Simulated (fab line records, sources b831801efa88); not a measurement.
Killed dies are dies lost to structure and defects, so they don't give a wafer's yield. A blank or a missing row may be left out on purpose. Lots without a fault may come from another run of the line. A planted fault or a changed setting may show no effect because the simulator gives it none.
A struck lot beside a sound one | flow sfq_line | 42 steps out of a route of 325
Sound: wafers L768.2, L768.4, L768.5. Struck: wafer L763.1. (L763.2 of the same lot was not struck and is left out.) The cause comes at the end.
At each step with rows: each side's tool, then ch and its chambers, then its first start. Under that, the readings that differ: sound wafers | struck wafers | difference of the means | sigmas: that difference in standard deviations of wafers without a fault.
alike: readings whose means differ by less than 2 such deviations, and words and numbers that are the same on both sides. not compared: withheld readings, readings that some wafer has no value for, bounds like >300 that may hide the same value, and numbers for which the record gives no deviation and whose values overlap.
The two part at a step that has a row with sigmas, a row that says differs or no value, or rows on one side only. Numbers that don't overlap but have no deviation are shown without sigmas and don't part them. A reading that every wafer of one side lacks parts them only if that side has two wafers or more.

first, 7 steps without rows for these wafers: SFQ_TRILAYER_I4_VIA_STRIP_STRIP_107 (strips in O2); SFQ_TRILAYER_I4_VIA_STRIP_SOLV_CLEAN_108 (cleans in NMP, time 600 s); SFQ_TRILAYER_JJ_TRILAYER_DEP_PRE_CLEAN_113 (time 22.5 s); SFQ_TRILAYER_JJ_TRILAYER_DEP_SPUTTER_109 (material Nb, target thk 150 nm, time 100 s); SFQ_TRILAYER_JJ_TRILAYER_DEP_SPUTTER_110 (material Al, target thk 8 nm, time 10 s); SFQ_TRILAYER_JJ_TRILAYER_DEP_AL_OXIDATION_111 (oxidation time 600 s); SFQ_TRILAYER_JJ_TRILAYER_DEP_SPUTTER_112 (material Nb, target thk 170 nm, time 113.3 s).
SFQ_JJ_RS_MEAS_929: measures by four-point-probe.
  sound on film_metro-03, day 63 19:41; struck on film_metro-03, day 63 02:52
  alike: JJ_NB_RS
then, 3 steps without rows for these wafers: SFQ_TRILAYER_JJ_CE_LITHO_COAT_119 (resist thk 62 nm); SFQ_TRILAYER_JJ_CE_LITHO_COAT_114 (resist thk 600 nm); SFQ_TRILAYER_JJ_CE_LITHO_SOFTBAKE_118.
SFQ_TRILAYER_JJ_CE_LITHO_EXPOSE_115: exposes mask J5, target cd 700 nm.
  sound on krf_scanner-02 ch 0, day 68 03:26; struck on krf_scanner-01 ch 0, day 63 13:36
  alike: mask, focus_offset_nm
then, 2 steps without rows for these wafers: SFQ_TRILAYER_JJ_CE_LITHO_PEB_117 (peb time 60 s); SFQ_TRILAYER_JJ_CE_LITHO_DEVELOP_116 (time 60 s).
SFQ_JJ_OVL_MEAS_931:
  sound on overlay-02, day 68 04:44; struck on overlay-02, day 63 15:06
  alike: J5_OVL
SFQ_TRILAYER_JJ_CE_METRO_MEASURE_117:
  sound on cd_sem-01, day 68 04:58; struck on cd_sem-02, day 63 15:08
  reading    | sound             | struck | difference | sigmas
  cd_nm (nm) | 701.9 701.2 701.4 | 667.7  | -33.8      | -31
SFQ_TRILAYER_JJ_CE_BARC_OPEN_RIE_150: chemistry O2, target BARC, target depth 240 nm, time 80 s.
  sound on rie_metal-02 ch 0,1, day 68 05:58; struck on rie_metal-02 ch 0, day 63 16:20
  reading             | sound             | struck | difference | sigmas
  model.JJ.cd_nm (nm) | 701.8 700.7 701.5 | 667    | -34        |
  alike: drypump_motor_current_A, oes_product_au
  not compared: rf_hours_counter_h
SFQ_TRILAYER_JJ_CE_ETCH_RIE_118: chemistry SF6, target Nb, stops on Al2O3, time 97.7 s, target depth 170 nm.
  sound on rie_metal-02 ch 0,1, day 68 06:03; struck on rie_metal-02 ch 0, day 63 16:25
  reading             | sound           | struck | difference | sigmas
  model.JJ.cd_nm (nm) | 702.6 701 701.3 | 666.4  | -35.2      |
  alike: drypump_motor_current_A, oes_product_au
  not compared: rf_hours_counter_h
then, 9 steps without rows for these wafers: SFQ_TRILAYER_JJ_ANODIZE_ANODIZE_119; SFQ_TRILAYER_JJ_CE_STRIP_STRIP_120 (strips in O2); SFQ_TRILAYER_JJ_CE_STRIP_SOLV_CLEAN_121 (cleans in NMP, time 600 s); SFQ_TRILAYER_M5_LITHO_COAT_128 (resist thk 62 nm); SFQ_TRILAYER_M5_LITHO_COAT_123 (resist thk 600 nm); SFQ_TRILAYER_M5_LITHO_SOFTBAKE_127; SFQ_TRILAYER_M5_LITHO_EXPOSE_124 (exposes mask M5, target cd 700 nm); SFQ_TRILAYER_M5_LITHO_PEB_126 (peb time 60 s); SFQ_TRILAYER_M5_LITHO_DEVELOP_125 (time 60 s).
-- the record jumps here: 4 days lie between the struck wafers' starts before and after --
SFQ_M5_OVL_MEAS_932:
  sound on overlay-01, day 72 18:10; struck on overlay-02, day 68 02:20
  alike: M5_OVL
SFQ_TRILAYER_M5_BARC_OPEN_METAL_ETCH_161: etches BARC in O2, target depth 125 nm, time 41.7 s.
  sound on rie_metal-01 ch 0,1, day 72 18:11; struck on rie_metal-03 ch 0, day 68 02:22
  alike: drypump_motor_current_A, oes_product_au
  not compared: rf_hours_counter_h
then, 3 steps without rows for these wafers: SFQ_TRILAYER_M5_ETCH_METAL_ETCH_126 (etches Nb in Cl2/BCl3, stops on SiO2, time 203.2 s, target depth 265 nm); SFQ_TRILAYER_M5_STRIP_STRIP_127 (strips in O2); SFQ_TRILAYER_M5_STRIP_SOLV_CLEAN_128 (cleans in NMP, time 600 s).
SFQ_TRILAYER_A5B_DEP_PECVD_129: deposits SiO2 from SiH4/N2O, time 133.33 s, target thk 600 nm.
  sound on pecvd-04 ch 0,1,2, day 72 19:14; struck on pecvd-02 ch 1, day 68 03:23
  alike: heater_power_w, throttle_valve_pct
then, 2 steps without rows for these wafers: SFQ_TRILAYER_A5B_CMP_CMP_130 (polishes, stops on Nb, target thk 340.7 nm); SFQ_TRILAYER_A5B_METRO_MEASURE_131.
SFQ_TRILAYER_R5_DEP_SPUTTER_132: material Ti, target thk 5 nm, time 5 s.
  sound on pvd_sputter-05, day 73 04:22; struck on pvd_sputter-03, day 68 13:47
  alike: base_pressure_pa, throttle_valve_pct
SFQ_TRILAYER_R5_DEP_SPUTTER_133: material MoNx, target thk 40 nm, time 66.7 s.
  sound on pvd_sputter-05, day 73 04:23; struck on pvd_sputter-03, day 68 13:48
  alike: base_pressure_pa, throttle_valve_pct
SFQ_TRILAYER_R5_DEP_SPUTTER_134: material Ti, target thk 5 nm, time 5 s.
  sound on pvd_sputter-05, day 73 04:26; struck on pvd_sputter-03, day 68 13:51
  alike: base_pressure_pa, throttle_valve_pct
SFQ_R5_RS_MEAS_933: measures by four-point-probe.
  sound on film_metro-03, day 73 04:29; struck on film_metro-01, day 68 13:52
  alike: R5_MONX_RS
SFQ_R5_THK_MEAS_934: measures by xrf.
  sound on film_metro-03, day 73 04:35; struck on film_metro-01, day 68 13:59
  alike: R5_MONX_THK
then, 1 step without rows for these wafers: SFQ_TRILAYER_R5_LITHO_COAT_141 (resist thk 62 nm).
-- the record jumps here: 15 days lie between the struck wafers' starts before and after --
SFQ_M8_BOW_MEAS_951:
  sound on film_metro-02, day 92 20:07; struck on film_metro-04, day 83 07:08
  reading                | sound             | struck | difference | sigmas
  model.etest.jj.g_times | 1.006 1.002 1.003 | 0.9052 | -0.0985    |
  alike: M8_BOW

WHERE THEY PART
Only at SFQ_TRILAYER_JJ_CE_METRO_MEASURE_117, within this record. Later steps at which nothing parts them and some readings are alike: SFQ_TRILAYER_JJ_CE_BARC_OPEN_RIE_150, SFQ_TRILAYER_JJ_CE_ETCH_RIE_118, SFQ_M5_OVL_MEAS_932, SFQ_TRILAYER_M5_BARC_OPEN_METAL_ETCH_161, SFQ_TRILAYER_A5B_DEP_PECVD_129, SFQ_TRILAYER_R5_DEP_SPUTTER_132, SFQ_TRILAYER_R5_DEP_SPUTTER_133, SFQ_TRILAYER_R5_DEP_SPUTTER_134, SFQ_R5_RS_MEAS_933, SFQ_R5_THK_MEAS_934, SFQ_M8_BOW_MEAS_951.

WHY: what the simulator had put in
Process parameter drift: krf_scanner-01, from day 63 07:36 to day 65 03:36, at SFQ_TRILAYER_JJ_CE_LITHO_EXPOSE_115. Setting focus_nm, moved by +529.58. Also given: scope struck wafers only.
